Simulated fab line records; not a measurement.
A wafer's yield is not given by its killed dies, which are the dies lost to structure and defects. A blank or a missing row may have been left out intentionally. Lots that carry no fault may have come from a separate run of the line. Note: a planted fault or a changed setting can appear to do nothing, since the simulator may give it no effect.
Problem report in the 8D (eight disciplines) form, filled by code || flow sky130 || the parts of the form that need people (team, actions taken, sign-off) are left out

== 1. WHAT IS WRONG ==
VIA4_HDPCVD_THK at SKY_VIA4_THK_MEAS_01 reads a mean of 2094 nm on 1 wafer of 1 lot; wafers without a fault read 1749 nm with a standard deviation of 18. That puts it +19 standard deviations away from the usual mean.
Earliest sighting: wafer L241.1 on film metro-02 at day 46 19:38. At this step, 36 wafers from 12 lots have a number in the record. By rule, "out" or "out of limits" means more than 4 standard deviations away from the usual mean. All remaining wafers that have a number are taken as sound.

== 2. WHAT IT IS, WHAT IT ISN'T ==
{"question": "which readings at this step", "is": "VIA4_HDPCVD_THK", "is not": "-"}
{"question": "which lots", "is": "L241", "is not": "L224, L225, L226, L227, L229, L230, L235, L236, L237, L238, L246"}
{"question": "which wafers of those lots", "is": "L241.1", "is not": "L241.2, L241.4"}
{"question": "read on which gauges", "is": "film metro-02", "is not": "film metro-03, film metro-04"}
{"question": "when", "is": "from day 46 19:38", "is not": "up to then (32 sound wafers); but 3 sound wafers of L246 came after"}

== 3. THE SUSPECTS, EACH WITH WHAT RULES IT OUT ==
Counting: if a tool at a process step up to the reading ran every lot that is out, it stays a suspect. Sound lots after the first of them don't rule it out here, since some wafers of a struck lot are sound.
- the gauge at SKY_VIA4_THK_MEAS_01 has been ruled out. All the wafers that are out were read on film metro-02, but those of them that SKY_VIA4_HDPCVD_00 has rows for are out there too, on other tools.
- pvd sputter-04 at SKY_METAL4_SPUTTER_04 (material TiN, target thk 70 nm, time 58.3 s): kept. The lot that is out, L241, ran on it at day 45 00:28; the last sound lot it ran before that was L235, at day 43 13:28.
- pecvd-03 at SKY_CAP2M_CVD_00 (deposits SiO2, target thk 15.5 nm): kept. The lot that is out, L241, ran on it at day 45 00:31; the last sound lot it ran before that was L236, at day 43 16:10.
- rie diel-04 at SKY_METAL4_ETCH_17 (etches SiO2 in C4F8/O2/Ar, stops on TiN, time 3.9 s, target depth 15 nm): kept. The lot that is out, L241, ran on it at day 46 18:28; the last sound lot it ran before that was L230, at day 44 11:29.
- hdpcvd-02 at SKY_VIA4_HDPCVD_00 (deposits SiO2, target thk 1750 nm, time 291.7 s): kept. The lot that is out, L241, ran on it at day 46 19:27; the last sound lot it ran before that was L238, at day 46 03:16. Its own sih4 flow sccm readings are out on those wafers.
- Within pecvd-03 at SKY_CAP2M_CVD_00, the wafers that are out were processed in chamber 0 and their sound lot-mates in chamber 2.
- In rie diel-04 at SKY_METAL4_ETCH_17, the wafers that are out were processed in chamber 3 and their sound lot-mates in chambers 0, 1.
- In hdpcvd-02 at SKY_VIA4_HDPCVD_00, the wafers that are out were processed in chamber 1 and their sound lot-mates in chambers 0, 2.
Left after counting: pvd sputter-04 at SKY_METAL4_SPUTTER_04, pecvd-03 at SKY_CAP2M_CVD_00, rie diel-04 at SKY_METAL4_ETCH_17, hdpcvd-02 at SKY_VIA4_HDPCVD_00.

== 4. THE CAUSE (what the simulator had put in) ==
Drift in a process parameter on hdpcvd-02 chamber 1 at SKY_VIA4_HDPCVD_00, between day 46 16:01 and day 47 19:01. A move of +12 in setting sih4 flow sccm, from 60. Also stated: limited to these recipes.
This tool is one of the 4 suspects left after counting.

== 5. THE EFFECT CHAIN, in route order ==
One row per reading whose mean, taken over the struck wafers that have a number, lies over 3 standard deviations from the usual. Only readings whose record carries a usual standard deviation are examined. hours: median over the lots of the time between each lot's start at the first step of this table that gives one and its start at this step. sigmas: the change, counted in usual standard deviations.
{"hours": 0, "step": "SKY_VIA4_HDPCVD_00", "reading": "sih4 flow sccm", "usual": "60.01 sccm", "on struck wafers": 72.23, "change": "+12.22", "sigmas": "+68"}
{"hours": 0, "step": "SKY_VIA4_THK_MEAS_01", "reading": "VIA4_HDPCVD_THK", "usual": "1749 nm", "on struck wafers": 2094, "change": "+345", "sigmas": "+19"}
Process steps it contains:
- SKY_VIA4_HDPCVD_00: deposits SiO2, target thk 1750 nm, time 291.7 s.

== 6. HOW IT WOULD HAVE BEEN CAUGHT EARLIER ==
4 hours passed between the start of the fault at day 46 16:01 and the first reading out of limits at a measuring or inspecting step in this record, taken at day 46 19:38.
The tool's own readings at SKY_VIA4_HDPCVD_00 were out on every struck wafer that the step has a row for (sih4 flow sccm): an alarm limit on them would have fired on the first of those.
By day 46 19:38 the whole set of lots that are out, 1 in number, had already begun SKY_VIA4_HDPCVD_00 on hdpcvd-02. A hold on the tool at that time would have spared none of them.
